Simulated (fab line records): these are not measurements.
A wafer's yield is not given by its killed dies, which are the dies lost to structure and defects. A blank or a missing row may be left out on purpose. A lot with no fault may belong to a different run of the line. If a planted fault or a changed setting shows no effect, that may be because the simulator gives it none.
Which tool did it? | flow sky130 | 14 lots (42 wafers sampled), 1 step of a 708-step route

== WHAT EACH GAUGE READ, for each wafer ==
The record holds no reading of a measuring or inspecting step that can be judged against a usual standard deviation.

== TOOL THAT RAN EACH LOT (tool first, then ch and the chambers of the sampled wafers, then the start) ==
lot  | SKY_FIELD_ISO_PEB_11
L609 | litho track-02 ch 0, day 2 05:00
L610 | litho track-01 ch 0, day 2 11:00
L611 | litho track-03 ch 0, day 2 17:00
L616 | litho track-01 ch 0, day 3 15:00
L618 | litho track-01 ch 0, day 4 02:00
L619 | litho track-02, day 4 09:00
L620 | litho track-01, day 4 13:00
L621 | litho track-01 ch 0, day 4 19:00
L623 | litho track-03 ch 0, day 5 03:00
L628 | litho track-01 ch 0, day 6 06:00
L629 | litho track-03 ch 0, day 6 14:00
L630 | litho track-02 ch 0, day 6 17:00
L631 | litho track-01 ch 0, day 7 00:00
L632 | litho track-03 ch 0, day 7 05:00
- SKY_FIELD_ISO_PEB_11

== AS READ BY THE TOOLS THEMSELVES (means over the sampled wafers that have a number; for cases with no such wafer, the mark the record gives instead) ==
SKY_FIELD_ISO_PEB_11. Usual: exhaust pa at 45.1 Pa, with a standard deviation of 0.95.
lot  | tool           | exhaust pa (Pa) | flag
L609 | litho track-02 | 45.0            |
L610 | litho track-01 | 44.2            |
L611 | litho track-03 | 44.3            |
L616 | litho track-01 | 44.4            |
L618 | litho track-01 | 45.2            |
L619 | litho track-02 | -               | OFF
L620 | litho track-01 | -               | OFF
L621 | litho track-01 | 45.8            |
L623 | litho track-03 | 43.7            |
L628 | litho track-01 | 44.2            |
L629 | litho track-03 | 44.0            |
L630 | litho track-02 | 44.7            |
L631 | litho track-01 | 45.2            |
L632 | litho track-03 | 45.5            |

== THE ANSWER, worked out from the rows above alone ==
Rule: lot off if the mean of its wafers having a number is beyond 3 standard deviations from the usual mean. Also off: a lot with no number at a reading for which 4 or more lots have one. All remaining lots with rows at the step are treated as sound. First the gauges in route order, then the tools' own readings, where a lot's mean is used as printed above. At the first step where some lot is off, the reading lying furthest off is the one used; lots without a number count as furthest.
Off at SKY_FIELD_ISO_PEB_11 (exhaust pa): L619, L620. Without a number there: L619, L620.
A tool fits if, at that step or a process step before it, it ran every lot that is off, and no sound lot after the first of them. Not one of the candidates tried fits.

== WHAT HAD BEEN PUT IN BY THE SIMULATOR ==
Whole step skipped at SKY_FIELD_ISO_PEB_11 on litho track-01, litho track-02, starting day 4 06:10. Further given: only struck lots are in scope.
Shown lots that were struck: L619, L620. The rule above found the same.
